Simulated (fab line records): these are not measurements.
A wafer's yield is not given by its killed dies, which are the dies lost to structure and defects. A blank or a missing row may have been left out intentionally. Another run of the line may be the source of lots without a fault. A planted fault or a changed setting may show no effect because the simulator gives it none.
fab line records | flow sky130
record lots=6 | wafers=18 | last-day=48
route steps=708 shown METAL3@568 VIA3@573 PAD_OPEN@708
lots untouched by any fault: they come from a run of this same line in which no faults occurred
start-h: the number of hours between the record's first day and the start of the first shown wafer of the lot | wait-h: hours from the lot's prior step to this one | " as in the row above | L1.1+2: several wafers, shown together as one row | - no value present, or no start provided | * or withheld: withheld | < > ~ a bound
route shown NAME@n: NAME is a module with steps in the file, n the number in the route of the first one | usual: average and standard deviation across the fault-free wafers | same: alike in all rows | chamber/n: place in a boat | sites: the reading at each site | _std_site: the standard deviation of these | _edge_site: mean of outer sites minus mean of inner sites | radius-mm: for every site, how far away it sits from the centre of the wafer | mask NAME#n: copy n | behind: tool/chamber where the wafer was last shaped | hold: why the lot went on hold/how many hours it stayed there/how the hold came to an end | device: the transistor (n, p or np) that didn't switch | end of line: the tests these same wafers got at the end of their route | a step given without rows: its recipe and nothing more | killed: dies that structure and defects cost at the first sort, which is not the same as the wafer's yield | map: the dies of a wafer, with x for killed, . for not killed, _ for no die there
set.NAME: the run value of the setting; set.NAME@STEP: its run value at that earlier step | model.NAME: the simulator's own value behind a step, which no gauge read
lots at some steps of the route; a table a step, a row a wafer
services: the hour from which a tool's chamber was out of use, counted from the record's first day as start-h (under 0 if before that day), plus the number of hours and why
## steps
# step SKY_METAL3_METAL_ETCH_18
# recipe target-depth-a=8450 | stop-on=SiO2 | over-etch-frac=0.3 | time-s=183.1 | chemistry=Cl2/BCl3 | resist-sidewall-deg=88 | pressure-mtorr=10 | icp-w=900 | bias-w=48.5 | Cl2_flow_sccm=60 | bcl3-flow-sccm=30
# usual bias-w=48.51/0.13 | chamber-pressure-mTorr=9.999/0.0087 | drypump-motor-current-A=5.7/0.48 | oes-product-au=0.864/0.0056 | throttle-valve-pct=22.265/0.0099
lot.wafer | tool         | chamber | start-h | wait-h | bias-w | chamber-pressure-mTorr | drypump-motor-current-A | oes-product-au | rf-hours-counter-h | throttle-valve-pct
L586.3    | rie-metal-02 | 0       | 919.57  | 0.1    | 48.34  | 9.998                  | 6.1                     | 0.863          | -                  | 22.285
L586.4    | "            | 0       | "       | "      | 48.60  | 9.997                  | 6.1                     | 0.861          | -                  | 22.268
L586.6    | "            | 0       | "       | "      | 48.69  | 10.020                 | 6.2                     | 0.865          | -                  | 22.261
L591.2    | rie-metal-04 | 1       | 969.54  | 0.0    | 48.30  | 9.994                  | 6.5                     | 0.860          | 8                  | 22.250
L591.4    | "            | 1       | "       | "      | 48.60  | 10.002                 | 6.5                     | 0.863          | -                  | 22.270
L591.5    | "            | 0       | "       | "      | 48.49  | 10.002                 | 5.7                     | 0.862          | -                  | 22.282
L594.4    | rie-metal-04 | 1       | 983.69  | 0.1    | 48.46  | 10.005                 | 6.5                     | 0.861          | -                  | 22.277
L594.5    | "            | 0       | "       | "      | 48.75  | 9.999                  | 5.7                     | 0.867          | -                  | 22.270
L594.6    | "            | 1       | "       | "      | 48.80  | 9.991                  | 6.5                     | 0.873          | -                  | 22.263
L595.2    | rie-metal-03 | 1       | 995.10  | 0.0    | 48.43  | 10.014                 | 5.1                     | 0.852          | 17                 | 22.258
L595.4    | "            | 0       | "       | "      | 48.38  | 10.009                 | 5.8                     | 0.861          | -                  | 22.267
L595.6    | "            | 1       | "       | "      | 48.58  | 9.993                  | 5.1                     | 0.870          | -                  | 22.272
L596.2    | rie-metal-03 | 1       | 999.13  | 0.0    | 48.37  | 9.998                  | 5.1                     | 0.874          | 17                 | 22.271
L596.4    | "            | 1       | "       | "      | 48.33  | 10.006                 | 5.1                     | 0.864          | -                  | 22.270
L596.6    | "            | 0       | "       | "      | 48.36  | 9.986                  | 5.8                     | 0.862          | -                  | 22.245
L598.2    | rie-metal-04 | 1       | 1009.13 | 0.0    | 48.33  | 9.995                  | 6.5                     | 0.860          | 10                 | 22.253
L598.3    | "            | 1       | "       | "      | 48.44  | 9.996                  | 6.5                     | 0.860          | -                  | 22.258
L598.4    | "            | 0       | "       | "      | 48.63  | 9.999                  | 5.7                     | 0.874          | -                  | 22.271
# step SKY_METAL3_STRIP_19
# recipe chemistry=O2/N2 | power-w=1400 | pressure-mtorr=1500 | platen-temp-c=withheld | o2-flow-sccm=3000 | n2-flow-sccm=300 | overash-fraction=0.5
# usual chamber-pressure-mTorr=1500.2/1.5 | drypump-motor-current-A=5.7/0.4 | n2-flow-sccm=300.0/1.1 | oes-product-au=0.504/0.0054 | strip-time-to-endpoint-s=6.57/0.066
lot.wafer | tool            | chamber | start-h | wait-h | chamber-pressure-mTorr | drypump-motor-current-A | n2-flow-sccm | oes-product-au | rf-hours-counter-h | strip-time-to-endpoint-s
L586.3    | plasma-asher-04 | 1       | 919.84  | 0.2    | 1499.1                 | 5.0                     | 296.2        | 0.502          | -                  | 6.57
L586.4    | "               | 0       | "       | "      | 1497.6                 | 6.2                     | 299.7        | 0.499          | -                  | 6.50
L586.6    | "               | 1       | "       | "      | 1501.4                 | 5.0                     | 297.5        | 0.499          | -                  | 6.55
L591.2    | plasma-asher-02 | 0       | 969.71  | 0.1    | 1499.8                 | 5.8                     | 301.1        | 0.506          | 52                 | 6.60
L591.4    | "               | 1       | "       | "      | 1501.6                 | 5.9                     | 299.9        | 0.509          | -                  | 6.62
L591.5    | "               | 1       | "       | "      | 1498.6                 | 5.9                     | 300.9        | 0.503          | -                  | 6.45
L594.4    | plasma-asher-02 | 1       | 983.84  | 0.1    | 1500.4                 | 5.9                     | 299.0        | 0.507          | -                  | 6.64
L594.5    | "               | 1       | "       | "      | 1500.4                 | 5.9                     | 298.7        | 0.509          | -                  | 6.66
L594.6    | "               | 0       | "       | "      | 1497.7                 | 5.8                     | 299.7        | 0.512          | -                  | 6.75
L595.2    | plasma-asher-01 | 1       | 995.28  | 0.1    | 1498.6                 | 5.9                     | 302.7        | 0.510          | 25                 | 6.58
L595.4    | "               | 1       | "       | "      | 1500.4                 | 5.9                     | 300.3        | 0.514          | -                  | 6.56
L595.6    | "               | 1       | "       | "      | 1500.2                 | 5.9                     | 300.5        | 0.517          | -                  | 6.61
L596.2    | plasma-asher-01 | 1       | 999.31  | 0.1    | 1500.3                 | 5.9                     | 300.2        | 0.501          | 26                 | 6.52
L596.4    | "               | 1       | "       | "      | 1498.4                 | 5.9                     | 300.3        | 0.497          | -                  | 6.54
L596.6    | "               | 1       | "       | "      | 1500.5                 | 5.9                     | 300.1        | 0.503          | -                  | 6.52
L598.2    | plasma-asher-02 | 0       | 1009.31 | 0.1    | 1498.7                 | 5.8                     | 301.3        | 0.505          | 56                 | 6.58
L598.3    | "               | 1       | "       | "      | 1501.3                 | 5.9                     | 301.0        | 0.498          | -                  | 6.63
L598.4    | "               | 0       | "       | "      | 1501.7                 | 5.8                     | 300.5        | 0.507          | -                  | 6.49
# step SKY_METAL3_STRIP_20
# recipe chemistry=post-etch-residue-remover | time-s=1200 | temp-c=72.5
# step SKY_METAL3_CLEAN_21
# recipe chemistry=IPA | time-s=180 | temp-c=25
# step SKY_METAL3_CLEAN_22
# recipe chemistry=O3/DIW | dry=n2-spin
# step SKY_VIA3_HDPCVD_00
# recipe material=SiO2 | target-thk-nm=1635 | sigma-open-frac=0.3 | time-s=272.5 | temp-c=400 | sih4-flow-sccm=60 | pressure-mtorr=6
# step SKY_VIA3_THK_MEAS_01
# recipe reads=SiO2_of_VIA3_HDPCVD_00
# usual VIA3_HDPCVD_THK=1640/18
lot.wafer | tool          | chamber | start-h | wait-h | VIA3_HDPCVD_THK[nm]
L586.3    | film-metro-04 | -       | 920.59  | 0.1    | 1632
L586.4    | "             | -       | "       | "      | 1644
L586.6    | "             | -       | "       | "      | 1636
L591.2    | film-metro-01 | -       | 970.52  | 0.1    | 1654
L591.4    | "             | -       | "       | "      | 1668
L591.5    | "             | -       | "       | "      | 1678
L594.4    | film-metro-04 | -       | 984.60  | 0.0    | 1633
L594.5    | "             | -       | "       | "      | 1639
L594.6    | "             | -       | "       | "      | 1671
L595.2    | film-metro-02 | -       | 996.05  | 0.1    | 1636
L595.4    | "             | -       | "       | "      | 1658
L595.6    | "             | -       | "       | "      | 1665
L596.2    | film-metro-02 | -       | 1000.22 | 0.2    | 1633
L596.4    | "             | -       | "       | "      | 1647
L596.6    | "             | -       | "       | "      | 1631
L598.2    | film-metro-01 | -       | 1010.44 | 0.1    | 1654
L598.3    | "             | -       | "       | "      | 1641
L598.4    | "             | -       | "       | "      | 1631
# step SKY_VIA3_CMP_02
# recipe material=SiO2 | down-force-psi=4 | platen-rpm=60 | pad-velocity-m-s=0.94248
# usual motor-current-A=11.7/1.7
lot.wafer | tool   | chamber | start-h | wait-h | motor-current-A
L586.3    | cmp-02 | 1       | 920.73  | 0.1    | 12.1
L586.4    | "      | 2       | "       | "      | 13.5
L586.6    | "      | 0       | "       | "      | 9.8
L591.2    | cmp-01 | 3       | 970.57  | 0.0    | 12.9
L591.4    | "      | 0       | "       | "      | 13.5
L591.5    | "      | 3       | "       | "      | 12.9
L594.4    | cmp-02 | 1       | 984.63  | 0.0    | 12.6
L594.6    | "      | 1       | "       | "      | 12.9
L594.5    | "      | 2       | "       | "      | 12.8
L595.2    | cmp-01 | 2       | 996.25  | 0.2    | 9.1
L595.4    | "      | 3       | "       | "      | 12.5
L595.6    | "      | 1       | "       | "      | 10.3
L596.2    | cmp-02 | 0       | 1000.27 | 0.0    | 10.3
L596.4    | "      | 2       | "       | "      | 13.2
L596.6    | "      | 1       | "       | "      | 13.0
L598.4    | cmp-02 | 0       | 1010.65 | 0.2    | 10.2
L598.2    | "      | 2       | "       | "      | 13.3
L598.3    | "      | 3       | "       | "      | 12.0
# step SKY_VIA3_BOW_MEAS_03
# recipe mode=bow
# usual VIA3_BOW=80/7.2
lot.wafer | tool          | chamber | start-h | wait-h | VIA3_BOW[um]
L586.3    | film-metro-04 | -       | 920.97  | 0.2    | 76
L586.4    | "             | -       | "       | "      | 90
L586.6    | "             | -       | "       | "      | 89
L591.2    | film-metro-04 | -       | 970.89  | 0.3    | 72
L591.4    | "             | -       | "       | "      | 80
L591.5    | "             | -       | "       | "      | 80
L594.4    | film-metro-02 | -       | 984.99  | 0.3    | 78
L594.5    | "             | -       | "       | "      | 75
L594.6    | "             | -       | "       | "      | 69
L595.2    | film-metro-02 | -       | 996.47  | 0.2    | 83
L595.4    | "             | -       | "       | "      | 83
L595.6    | "             | -       | "       | "      | 85
L596.2    | film-metro-04 | -       | 1000.59 | 0.3    | 76
L596.4    | "             | -       | "       | "      | 90
L596.6    | "             | -       | "       | "      | 75
L598.2    | film-metro-04 | -       | 1010.97 | 0.2    | 84
L598.3    | "             | -       | "       | "      | 89
L598.4    | "             | -       | "       | "      | 86
# step SKY_VIA3_DEHYDRATE_04
# recipe temp-c=200 | time-s=60
# step SKY_VIA3_HMDS_05
# recipe prime-time-s=60 | prime-temp-c=120
# step SKY_VIA3_COAT_06
# recipe resist=BARC | temp-c=withheld | time-s=withheld | spin-rpm=3000 | resist-thk-nm=60
# step SKY_VIA3_COAT_07
# recipe resist=KrF-thick | spin-rpm=3000 | resist-thk-nm=450
# usual spin-speed-rpm=3000.2/1.9
lot.wafer | tool           | chamber | start-h | wait-h | spin-speed-rpm | model.KrF-thick_of_VIA3_COAT_07.thk-nm
L586.3    | litho-track-03 | 0       | 933     | -      | 3000.1         | 450.4
L586.4    | "              | 0       | "       | "      | 3001.2         | 451.4
L586.6    | "              | 0       | "       | "      | 3003.3         | 448.5
L591.2    | litho-track-04 | 0       | 983     | -      | 3001.3         | 451.2
L591.4    | "              | 0       | "       | "      | 3003.2         | 452.1
L591.5    | "              | 0       | "       | "      | 3001.6         | 451.5
L594.4    | litho-track-04 | 0       | 995     | -      | 3332.0         | 428.3
L594.5    | "              | 0       | "       | "      | 3330.4         | 426.9
L594.6    | "              | 0       | "       | "      | 3328.6         | 426.7
L595.2    | litho-track-03 | 0       | 1008    | -      | 3002.5         | 451.1
L595.4    | "              | 0       | "       | "      | 3000.5         | 450.6
L595.6    | "              | 0       | "       | "      | 3000.5         | 451.3
L596.2    | litho-track-01 | 0       | 1013    | -      | 3000.2         | 450.1
L596.4    | "              | 0       | "       | "      | 2998.7         | 448.2
L596.6    | "              | 0       | "       | "      | 3000.7         | 449.4
L598.2    | litho-track-04 | 0       | 1021    | -      | 3332.5         | 426.9
L598.3    | "              | 0       | "       | "      | 3329.8         | 429
L598.4    | "              | 0       | "       | "      | 3327.2         | 427.1
# step SKY_VIA3_SOFTBAKE_08
# recipe temp-c=100 | time-s=90 | resist=KrF-thick
# step SKY_VIA3_EXPOSE_09
# recipe mask-id=VIM3 | na=0.8 | source-shape=annular | sigma-inner=0.55 | sigma-outer=0.85 | target-cd-nm=200 | dose-mj=38
# step SKY_VIA3_PEB_10
# recipe peb-temp-c=withheld | peb-time-s=withheld | resist=KrF-thick
# step SKY_VIA3_DEVELOP_11
# recipe develop-time-s=60 | resist=KrF-thick | dev-temp-c=21
# step SKY_VIA3_CD_MEAS_12
# recipe target-cd-nm=200
# usual cd-nm=199.7/1.4
lot.wafer | tool      | chamber | start-h | wait-h | cd-nm
L586.3    | cd-sem-02 | -       | 945.33  | -      | 201.0
L586.4    | "         | -       | "       | "      | 201.2
L586.6    | "         | -       | "       | "      | 200.8
L591.2    | cd-sem-02 | -       | 995.11  | -      | 197.8
L591.4    | "         | -       | "       | "      | 198.5
L591.5    | "         | -       | "       | "      | 199.0
L594.4    | cd-sem-02 | -       | 1007.44 | -      | 198.5
L594.5    | "         | -       | "       | "      | 199.2
L594.6    | "         | -       | "       | "      | 198.8
L595.2    | cd-sem-02 | -       | 1018.91 | -      | 198.6
L595.4    | "         | -       | "       | "      | 198.5
L595.6    | "         | -       | "       | "      | 199.4
L596.2    | cd-sem-01 | -       | 1023.01 | -      | 199.2
L596.4    | "         | -       | "       | "      | 198.8
L596.6    | "         | -       | "       | "      | 199.0
L598.2    | cd-sem-01 | -       | 1033.71 | -      | 202.5
L598.3    | "         | -       | "       | "      | 201.5
L598.4    | "         | -       | "       | "      | 201.5
# step SKY_VIA3_OVL_MEAS_13
# usual VIA3_OVL=-1/6.4
lot.wafer | tool       | chamber | start-h | wait-h | VIA3_OVL[nm]
L586.3    | overlay-02 | -       | 945.43  | 0.1    | 1
L586.4    | "          | -       | "       | "      | -2
L586.6    | "          | -       | "       | "      | -2
L591.2    | overlay-01 | -       | 995.22  | 0.1    | -7
L591.4    | "          | -       | "       | "      | -2
L591.5    | "          | -       | "       | "      | 4
L594.4    | overlay-02 | -       | 1007.51 | 0.1    | 4
L594.5    | "          | -       | "       | "      | -3
L594.6    | "          | -       | "       | "      | 5
L595.2    | overlay-02 | -       | 1019.02 | 0.1    | 8
L595.4    | "          | -       | "       | "      | 5
L595.6    | "          | -       | "       | "      | 8
L596.2    | overlay-01 | -       | 1023.12 | 0.1    | -6
L596.4    | "          | -       | "       | "      | -10
L596.6    | "          | -       | "       | "      | -11
L598.2    | overlay-02 | -       | 1033.82 | 0.1    | 8
L598.3    | "          | -       | "       | "      | -3
L598.4    | "          | -       | "       | "      | 0
# step SKY_VIA3_ETCH_14
# recipe chemistry=N2/H2 | target=BARC | ion-energy-ev=200 | source-w=500 | bias-w=100 | pressure-mtorr=30 | n2-flow-sccm=100 | h2-flow-sccm=200 | stop-on=SiO2 | time-s=45.9 | target-depth-a=600
# usual bias-w=100.0/0.31 | chamber-pressure-mTorr=29.999/0.029 | drypump-motor-current-A=5.7/0.36 | n2-flow-sccm=100.02/0.26 | oes-product-au=0.854/0.0049 | throttle-valve-pct=13.225/0.008
lot.wafer | tool        | chamber | start-h | wait-h | bias-w | chamber-pressure-mTorr | drypump-motor-current-A | n2-flow-sccm | oes-product-au | rf-hours-counter-h | throttle-valve-pct
L586.3    | rie-diel-04 | 0       | 945.45  | 0.0    | 99.7   | 29.996                 | 5.0                     | 99.98        | 0.864          | 11                 | 13.230
L586.4    | "           | 3       | "       | "      | 100.0  | 29.997                 | 5.1                     | 100.13       | 0.856          | 19                 | 13.217
L586.6    | "           | 0       | "       | "      | 100.4  | 29.999                 | 5.0                     | 99.97        | 0.854          | -                  | 13.231
L591.2    | rie-diel-01 | 0       | 995.25  | 0.0    | 100.7  | 29.989                 | 5.7                     | 100.12       | 0.861          | 10                 | 13.222
L591.4    | "           | 1       | "       | "      | 100.0  | 30.002                 | 5.8                     | 100.39       | 0.851          | -                  | 13.220
L591.5    | "           | 0       | "       | "      | 100.4  | 30.034                 | 5.7                     | 100.19       | 0.853          | -                  | 13.230
L594.4    | rie-diel-04 | 1       | 1007.53 | 0.0    | 100.4  | 30.016                 | 5.5                     | 100.58       | 0.859          | 14                 | 13.223
L594.5    | "           | 1       | "       | "      | 100.0  | 29.951                 | 5.5                     | 100.46       | 0.852          | -                  | 13.220
L594.6    | "           | 2       | "       | "      | 99.9   | 29.976                 | 6.1                     | 100.08       | 0.855          | -                  | 13.214
L595.2    | rie-diel-01 | 1       | 1019.05 | 0.0    | 99.7   | 30.000                 | 5.7                     | 99.90        | 0.852          | 22                 | 13.234
L595.4    | "           | 0       | "       | "      | 100.7  | 29.998                 | 5.7                     | 100.30       | 0.845          | 11                 | 13.217
L595.6    | "           | 0       | "       | "      | 99.7   | 30.025                 | 5.7                     | 100.36       | 0.849          | -                  | 13.239
L596.2    | rie-diel-04 | 3       | 1023.15 | 0.0    | 99.2   | 30.002                 | 5.1                     | 100.40       | 0.846          | 21                 | 13.213
L596.4    | "           | 1       | "       | "      | 99.9   | 30.031                 | 5.5                     | 99.72        | 0.848          | 14                 | 13.206
L596.6    | "           | 3       | "       | "      | 99.7   | 30.049                 | 5.1                     | 100.14       | 0.854          | -                  | 13.230
L598.2    | rie-diel-03 | 2       | 1033.85 | 0.0    | 100.3  | 29.972                 | 5.7                     | 99.46        | 0.850          | 19                 | 13.225
L598.3    | "           | 3       | "       | "      | 100.5  | 29.994                 | 5.7                     | 99.66        | 0.858          | 21                 | 13.223
L598.4    | "           | 0       | "       | "      | 100.1  | 29.976                 | 6.2                     | 99.62        | 0.849          | 13                 | 13.220
# step SKY_VIA3_ETCH_15
# recipe target=SiO2 | chemistry=C4F8/O2/Ar | target-depth-nm=507 | stop-on=TiN | mask-material=KrF-thick | source-w=1500 | bias-w=1200 | pressure-mtorr=40 | c4f8-flow-sccm=withheld | O2_flow_sccm=6 | Ar_flow_sccm=300 | time-s=78
# usual bias-w=1199/3.3 | chamber-pressure-mTorr=40.00/0.035 | oes-product-au=0.947/0.0047
lot.wafer | tool        | chamber | start-h | wait-h | bias-w | chamber-pressure-mTorr | oes-product-au | rf-hours-counter-h | model.KrF-thick_of_VIA3_COAT_07.thk-nm
L586.3    | rie-diel-04 | 0       | 945.49  | 0.0    | 1193   | 39.94                  | 0.950          | 11                 | 291.3
L586.4    | "           | 3       | "       | "      | 1199   | 40.04                  | 0.953          | 19                 | 292.6
L586.6    | "           | 0       | "       | "      | 1205   | 40.03                  | 0.947          | -                  | 289.8
L591.2    | rie-diel-01 | 0       | 995.29  | 0.0    | 1201   | 40.02                  | 0.946          | 10                 | 291.8
L591.4    | "           | 1       | "       | "      | 1201   | 40.03                  | 0.943          | -                  | 292.5
L591.5    | "           | 0       | "       | "      | 1203   | 40.04                  | 0.951          | -                  | 291.1
L594.4    | rie-diel-04 | 1       | 1007.57 | 0.0    | 1193   | 40.03                  | 0.944          | 14                 | 270
L594.5    | "           | 1       | "       | "      | 1202   | 40.00                  | 0.950          | -                  | 268.8
L594.6    | "           | 2       | "       | "      | 1198   | 39.98                  | 0.948          | -                  | 269.1
L595.2    | rie-diel-01 | 1       | 1019.09 | 0.0    | 1198   | 39.95                  | 0.954          | 22                 | 292
L595.4    | "           | 0       | "       | "      | 1202   | 39.96                  | 0.947          | 11                 | 292.4
L595.6    | "           | 0       | "       | "      | 1198   | 39.99                  | 0.946          | -                  | 293.2
L596.2    | rie-diel-04 | 3       | 1023.19 | 0.0    | 1200   | 40.00                  | 0.948          | 21                 | 289.9
L596.4    | "           | 1       | "       | "      | 1202   | 39.98                  | 0.947          | 14                 | 289.8
L596.6    | "           | 3       | "       | "      | 1199   | 40.01                  | 0.944          | -                  | 288.9
L598.2    | rie-diel-03 | 2       | 1033.89 | 0.0    | 1199   | 40.00                  | 0.944          | 19                 | 267.4
L598.3    | "           | 3       | "       | "      | 1194   | 40.03                  | 0.941          | 21                 | 268.3
L598.4    | "           | 0       | "       | "      | 1200   | 40.00                  | 0.944          | 13                 | 267.3
# step SKY_VIA3_STRIP_16
# recipe chemistry=O2/N2 | power-w=1400 | pressure-mtorr=1500 | platen-temp-c=withheld | o2-flow-sccm=3000 | n2-flow-sccm=300 | overash-fraction=0.5
# usual chamber-pressure-mTorr=1500.1/1.3 | drypump-motor-current-A=5.7/0.49 | n2-flow-sccm=300.0/1 | oes-product-au=0.402/0.0049 | strip-time-to-endpoint-s=4.127/0.019
lot.wafer | tool            | chamber | start-h | wait-h | chamber-pressure-mTorr | drypump-motor-current-A | n2-flow-sccm | oes-product-au | rf-hours-counter-h | strip-time-to-endpoint-s
L586.3    | plasma-asher-02 | 0       | 945.58  | 0.1    | 1499.8                 | 5.8                     | 300.4        | 0.401          | -                  | 4.152
L586.4    | "               | 1       | "       | "      | 1500.4                 | 5.9                     | 300.3        | 0.398          | -                  | 4.152
L586.6    | "               | 1       | "       | "      | 1501.8                 | 5.9                     | 298.9        | 0.398          | -                  | 4.135
L591.2    | plasma-asher-02 | 1       | 995.35  | 0.0    | 1499.8                 | 5.9                     | 299.9        | 0.402          | 55                 | 4.133
L591.4    | "               | 1       | "       | "      | 1498.4                 | 5.9                     | 299.8        | 0.401          | -                  | 4.142
L591.5    | "               | 1       | "       | "      | 1500.1                 | 5.9                     | 300.3        | 0.398          | -                  | 4.130
L594.4    | plasma-asher-03 | 0       | 1007.67 | 0.1    | 1500.9                 | 4.8                     | 299.2        | 0.389          | -                  | 3.908
L594.5    | "               | 0       | "       | "      | 1499.9                 | 4.8                     | 299.7        | 0.390          | -                  | 3.877
L594.6    | "               | 1       | "       | "      | 1499.5                 | 6.1                     | 301.0        | 0.394          | -                  | 3.895
L595.2    | plasma-asher-04 | 1       | 1019.15 | 0.0    | 1499.1                 | 5.0                     | 298.8        | 0.403          | 89                 | 4.143
L595.4    | "               | 1       | "       | "      | 1500.2                 | 5.0                     | 298.1        | 0.407          | -                  | 4.141
L595.6    | "               | 0       | "       | "      | 1499.7                 | 6.2                     | 298.4        | 0.404          | -                  | 4.155
L596.2    | plasma-asher-02 | 1       | 1023.25 | 0.0    | 1500.7                 | 5.9                     | 300.5        | 0.407          | 58                 | 4.125
L596.4    | "               | 1       | "       | "      | 1497.7                 | 5.9                     | 300.1        | 0.390          | -                  | 4.105
L596.6    | "               | 1       | "       | "      | 1501.6                 | 5.9                     | 299.2        | 0.400          | -                  | 4.113
L598.2    | plasma-asher-02 | 1       | 1033.95 | 0.0    | 1500.5                 | 5.9                     | 299.6        | 0.401          | 58                 | 3.878
L598.3    | "               | 1       | "       | "      | 1498.7                 | 5.9                     | 299.0        | 0.394          | -                  | 3.894
L598.4    | "               | 0       | "       | "      | 1499.1                 | 5.8                     | 301.1        | 0.387          | -                  | 3.875
# step SKY_VIA3_STRIP_17
# recipe chemistry=post-etch-residue-remover | time-s=1200 | temp-c=72.5
# step SKY_PAD_OPEN_PROBE_99
# usual defect-limited-yield=82.2/1.8 | killed_at_M0_to_M3=44/6 | killed_at_M4_up=3.3/2.1 | killed-at-contacts=25/5.5 | killed-at-front-end=15/4.3 | killed-at-other=0.2/0.41 | killed-dies=88/9.1 | killed-open=48/6.6 | killed-short=39/6.7 | sort_bin_3_pad_short=0.9/0.4 | sort_bin_5_function=10.4/1.5 | sort_bin_6_memory=6.5/1.1 | sort-n-pass=404/9.1 | sort-yield-pct=82.2/1.8
# same gross-dies=492 | killed-at-back-side=0 | sort_bin_4_leakage[%]=0 | sort_bin_8_speed[%]=0
lot.wafer | tool      | chamber | start-h | wait-h | defect-limited-yield[%] | killed_at_M0_to_M3 | killed_at_M4_up | killed-at-contacts | killed-at-front-end | killed-at-other | killed-dies | killed-open | killed-short | sort_bin_3_pad_short[%] | sort_bin_5_function[%] | sort_bin_6_memory[%] | sort-n-pass | sort-yield-pct[%]
L595.2    | prober-02 | -       | 1153.37 | 0.1    | 81.7                    | 52                 | 1               | 25                 | 12                  | 0               | 90          | 51          | 39           | 0.4                     | 10.8                   | 7.1                  | 402         | 81.7
L595.4    | prober-02 | -       | 1153.47 | 0.2    | 83.5                    | 43                 | 4               | 17                 | 17                  | 0               | 81          | 47          | 34           | 1.2                     | 11.0                   | 4.3                  | 411         | 83.5
L595.6    | prober-02 | -       | 1153.57 | 0.2    | 79.7                    | 52                 | 3               | 24                 | 21                  | 0               | 100         | 63          | 37           | 0.6                     | 12.4                   | 7.3                  | 392         | 79.7
L598.3    | prober-01 | -       | 1161.80 | 0.2    | 83.7                    | 37                 | 5               | 25                 | 12                  | 1               | 80          | 42          | 37           | 0.2                     | 9.8                    | 6.3                  | 412         | 83.7
# killed by level:class
L595.2 VIA1:geometric-particle:open=10 VIA3:geometric-particle:open=9 METAL1:geometric-particle:short=9 VIA1:geometric-particle:short=8 VIA2:geometric-particle:open=8 CONTACT:geometric-particle:open=7 LI_CONTACT:geometric-particle:open=6 CONTACT:geometric-particle:short=5
L595.4 VIA1:geometric-particle:open=12 VIA3:geometric-particle:open=8 METAL1:geometric-particle:short=7 FIELD_ISO:geometric-particle:open=5 METAL2:geometric-particle:short=5 POLY_GATE:geometric-particle:open=5 LI_CONTACT:geometric-particle:open=5 CONTACT:geometric-particle:short=5
L595.6 VIA1:geometric-particle:open=15 LI_CONTACT:geometric-particle:open=9 POLY_GATE:geometric-particle:open=8 VIA2:geometric-particle:open=8 VIA3:geometric-particle:open=8 CONTACT:geometric-particle:open=7 VIA1:geometric-particle:short=5 VIA3:geometric-particle:short=5
L598.3 VIA1:geometric-particle:short=10 VIA1:geometric-particle:open=8 VIA2:geometric-particle:open=8 CONTACT:geometric-particle:short=7 CONTACT:geometric-particle:open=7 VIA3:geometric-particle:open=4 METAL4:geometric-particle:short=4 FIELD_ISO:geometric-particle:short=3
## services
tool            | chamber | start-h | hours | kind
rie-metal-02    | -       | 906.27  | 2.8   | pm
rie-metal-02    | 1       | 917.11  | 2.6   | repair
cmp-01          | -       | 919.23  | 4.0   | pm
cmp-01          | -       | 923.23  | -     | consumable-replace:conditioner
cmp-01          | -       | 923.23  | -     | consumable-replace:pad
rie-diel-01     | -       | 929.51  | 2.8   | pm
rie-diel-03     | 0       | 930.68  | 2.7   | repair
cmp-01          | -       | 933.86  | 1.7   | repair
plasma-asher-01 | -       | 937.26  | 2.8   | pm
cmp-02          | -       | 962.55  | 4.4   | pm
rie-metal-03    | -       | 971.97  | 0.5   | repair
rie-metal-02    | -       | 973.21  | 2.7   | repair
cmp-02          | -       | 973.63  | 6.0   | pm
cmp-01          | -       | 973.83  | 0.5   | repair
rie-diel-03     | 1       | 989.94  | 2.1   | repair
rie-diel-04     | -       | 993.40  | 0.4   | repair
rie-diel-01     | 3       | 993.68  | 5.6   | repair
cmp-02          | -       | 1000.58 | 3.7   | repair
rie-diel-01     | 2       | 1002.50 | 4.6   | repair
cmp-01          | -       | 1007.47 | 3.8   | repair
rie-metal-02    | -       | 1009.11 | 2.1   | repair
plasma-asher-03 | -       | 1021.19 | 6.6   | repair
plasma-asher-01 | -       | 1028.74 | 1.6   | repair
## key
first-sign step=SKY_VIA3_COAT_07 | reading=spin-speed-rpm | direction=up | sigmas=99+ | usual=3000.2 | struck=3330.1
effect step=SKY_VIA3_STRIP_16 | reading=strip-time-to-endpoint-s | direction=down | sigmas=13 | usual=* | struck=*
model-effect step=SKY_VIA3_COAT_07 | value=KrF-thick_of_VIA3_COAT_07.thk-nm | without=450.4 | struck=427.5
model-effect step=SKY_VIA3_ETCH_15 | value=KrF-thick_of_VIA3_COAT_07.thk-nm | without=291.4 | struck=268.5
met-at SKY_VIA3_COAT_07
struck-wafers L594.4,L594.5,L594.6,L598.2,L598.3,L598.4
onset-between 983 995
fault kind=process-parameter-drift | tool=litho-track-04 | chamber=- | onset-h=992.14 | steps=SKY_VIA3_COAT_07 | channel=spin-rpm | offset=329.78 | shape=step | end-h=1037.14 | acts-in=these-recipes-only | stated=3000
